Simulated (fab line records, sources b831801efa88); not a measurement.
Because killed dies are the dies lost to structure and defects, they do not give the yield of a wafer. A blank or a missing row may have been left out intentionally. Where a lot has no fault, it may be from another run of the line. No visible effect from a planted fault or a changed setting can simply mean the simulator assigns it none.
A struck lot beside a sound one	flow sky130	44 out of 708 route steps
Sound: these wafers, L335.4, L335.5, L335.6. Struck: wafer L326.4. (L326.5 of the same lot was not struck and is left out.) The cause comes at the end.
Each step with rows lists, per side, the tool, then ch with its chambers, then its first start. Under that, the readings that differ: sound wafers	struck wafers	difference of the means	sigmas: that difference in standard deviations of wafers without a fault.
alike: same words and numbers on both sides, and readings whose means sit less than 2 such deviations apart. not compared: any withheld reading, any reading some wafer has no value for, any bound like >300 that may hide the same value, and any number with overlapping values for which the record gives no deviation.
The two part at a step that has a row with sigmas, a row that says differs or no value, or rows on one side only. Non-overlapping numbers with no deviation appear without sigmas and do not part them. Lack of a reading on every wafer of one side parts them only where that side has two or more wafers.

SKY_METAL4_CD_MEAS_13: target cd 300 nm.
  sound on cdSem-02, day 45 23:32; struck on cdSem-02, day 43 10:25
  alike: cdNm
SKY_METAL4_OVL_MEAS_14:
  sound on overlay-01, day 45 23:37; struck on overlay-02, day 43 10:29
  alike: METAL4_OVL
then, 3 steps without rows for these wafers: SKY_METAL4_DESCUM_15 (chemistry O2, time 8 s); SKY_METAL4_ETCH_16 (etches BARC in N2/H2, stops on SiO2, time 88.2 s, target depth 60 nm); SKY_METAL4_ETCH_17 (etches SiO2 in C4F8/O2/Ar, stops on TiN, time 3.9 s, target depth 15 nm).
SKY_METAL4_METAL_ETCH_18: etches the open film in Cl2/BCl3, stops on SiO2, target depth 845 nm, time 183.1 s.
  sound on rieMetal-03 ch 0,1, day 45 23:51; struck on rieMetal-02 ch 1, day 43 10:43
  alike: drypumpMotorCurrentA, oesProductAu, throttleValvePct
  not compared: rfHoursCounterH
then, 5 steps without rows for these wafers: SKY_METAL4_STRIP_19 (strips in O2/N2); SKY_METAL4_STRIP_20 (strips in post etch residue remover, time 1200 s); SKY_METAL4_CLEAN_21 (cleans in IPA, time 180 s); SKY_METAL4_CLEAN_22 (cleans in O3/DIW); SKY_VIA4_HDPCVD_00 (deposits SiO2, target thk 1750 nm, time 291.7 s).
SKY_VIA4_THK_MEAS_01:
  sound on filmMetro-01, day 46 00:49; struck on filmMetro-03, day 43 11:38
  alike: VIA4_HDPCVD_THK
SKY_VIA4_CMP_02: polishes SiO2.
  sound on cmp-01 ch 0,2,3, day 46 00:56; struck on cmp-02 ch 2, day 43 11:49
reading	sound	struck	difference	sigmas
model.SiO2_of_VIA4_HDPCVD_00.thkNm (nm)	580.2 582.2 581.8	637.3	+55.9	
  alike: edgeZonePressureFrac, motorCurrentA
SKY_VIA4_BOW_MEAS_03:
  sound on filmMetro-03, day 46 01:13; struck on filmMetro-01, day 43 12:02
  alike: VIA4_BOW
then, 7 steps without rows for these wafers: SKY_VIA4_DEHYDRATE_04 (time 60 s); SKY_VIA4_HMDS_05 (prime time 60 s); SKY_VIA4_COAT_06 (resist thk 1140 nm); SKY_VIA4_SOFTBAKE_07 (time 60 s); SKY_VIA4_EXPOSE_08 (exposes mask VIM4, target cd 800 nm); SKY_VIA4_PEB_09; SKY_VIA4_DEVELOP_10 (develop time 60 s).
SKY_VIA4_OVL_MEAS_11:
  sound on overlay-02, day 46 21:31; struck on overlay-01, day 44 10:30
  alike: VIA4_OVL
SKY_VIA4_ETCH_12: etches SiO2 in C4F8/O2/Ar, stops on TiN, target depth 580 nm.
  sound on rieDiel-01 ch 0,2,3, day 46 21:32; struck on rieDiel-01 ch 2, day 44 10:31
reading	sound	struck	difference	sigmas
oesProductAu (a.u.)	0.920 0.922 0.926	0.982	+0.059	+13
model.etch.depthNm (nm)	580.2 582.2 581.8	637.3	+55.9	
model.VIA4.featureDepthNm (nm)	580.2 582.2 581.8	637.3	+55.9	
SKY_VIA4_STRIP_13: strips in O2/N2.
  sound on plasmaAsher-02 ch 0,1, day 46 21:38; struck on plasmaAsher-04 ch 1, day 44 10:38
  alike: drypumpMotorCurrentA, o2FlowSccm, oesProductAu, stripTimeToEndpointS
  not compared: rfHoursCounterH
then, 3 steps without rows for these wafers: SKY_VIA4_STRIP_14 (strips in post etch residue remover, time 1200 s); SKY_VIA4_CLEAN_15 (cleans in IPA, time 180 s); SKY_VIA4_CLEAN_16 (cleans in O3/DIW).
SKY_VIA4_SPUTTER_17: material TiN, target thk 20 nm, time 80 s.
  sound on pvdSputter-03, day 46 22:13; struck on pvdSputter-01, day 44 11:11
  alike: chamberPressurePa, throttleValvePct
then, 1 step without rows for these wafers: SKY_VIA4_CVD_18 (deposits W, target thk 505 nm, time 152.14 s).
SKY_VIA4_RS_MEAS_19: measurement is done with a four-point probe.
  sound on filmMetro-03, day 46 22:29; struck on filmMetro-03, day 44 11:28
  alike: VIA4_W_RS
SKY_VIA4_THK_MEAS_20: measures by xrf.
  sound on filmMetro-03, day 46 22:34; struck on filmMetro-03, day 44 11:33
  alike: VIA4_W_THK
SKY_VIA4_CMP_21: polishes, stops on SiO2, t overpolish 25 s, target thk 0 nm.
  sound on cmp-02 ch 2,3, day 46 22:44; struck on cmp-01 ch 0, day 44 11:44
  alike: edgeZonePressureFrac, motorCurrentA
then, 1 step without rows for these wafers: SKY_METAL5_SPUTTER_00 (material Ti, target thk 15 nm, time 10 s).
SKY_METAL5_SPUTTER_01: material TiN, target thk 20 nm, time 16.7 s.
  sound on pvdSputter-04, day 46 23:04; struck on pvdSputter-04, day 44 11:54
  alike: chamberPressurePa, throttleValvePct
then, 3 steps without rows for these wafers: SKY_METAL5_SPUTTER_02 (material AlCu, target thk 1150 nm, time 61.2 s); SKY_METAL5_SPUTTER_03 (material Ti, target thk 5 nm, time 3.3 s); SKY_METAL5_SPUTTER_04 (material TiN, target thk 70 nm, time 58.3 s).
SKY_METAL5_RS_MEAS_05: measurement is done with a four-point probe.
  sound on filmMetro-04, day 46 23:16; struck on filmMetro-01, day 44 12:06
  alike: METAL5_ALCU_RS
SKY_METAL5_THK_MEAS_06: measures by xrf.
  sound on filmMetro-04, day 46 23:22; struck on filmMetro-01, day 44 12:11
  alike: METAL5_ALCU_THK
then, 3 steps without rows for these wafers: SKY_METAL5_DEHYDRATE_07 (time 60 s); SKY_METAL5_HMDS_08 (prime time 60 s); SKY_METAL5_COAT_09 (resist thk 1800 nm).
SKY_METAL5_METAL_ETCH_15: etches the open film in Cl2/BCl3, stops on SiO2, target depth 1260 nm, time 252 s.
  sound on rieMetal-01 ch 0,1, day 47 18:43; struck on rieMetal-01 ch 1, day 45 09:45
reading	sound	struck	difference	sigmas
model.SiO2_of_VIA4_HDPCVD_00.thkNm (nm)	549.8 552 551.2	607.3	+56.3	
  alike: drypumpMotorCurrentA, oesProductAu, throttleValvePct
  not compared: rfHoursCounterH
SKY_PAD_OPEN_PROBE_99:
  sound on prober-01, day 49 10:16; struck on prober-02, day 47 05:57
reading	sound	struck	difference	sigmas
model.etest.via4Chain.rcOhm	0.801 0.8152 0.8002	1.455	+0.650	

## WHERE THEY PART
SKY_VIA4_ETCH_12 only, going by this record. Later steps at which nothing parts them and some readings are alike: SKY_VIA4_STRIP_13, SKY_VIA4_SPUTTER_17, SKY_VIA4_RS_MEAS_19, SKY_VIA4_THK_MEAS_20, SKY_VIA4_CMP_21, SKY_METAL5_SPUTTER_01, SKY_METAL5_RS_MEAS_05, SKY_METAL5_THK_MEAS_06, SKY_METAL5_METAL_ETCH_15.

WHY: what the simulator had put in
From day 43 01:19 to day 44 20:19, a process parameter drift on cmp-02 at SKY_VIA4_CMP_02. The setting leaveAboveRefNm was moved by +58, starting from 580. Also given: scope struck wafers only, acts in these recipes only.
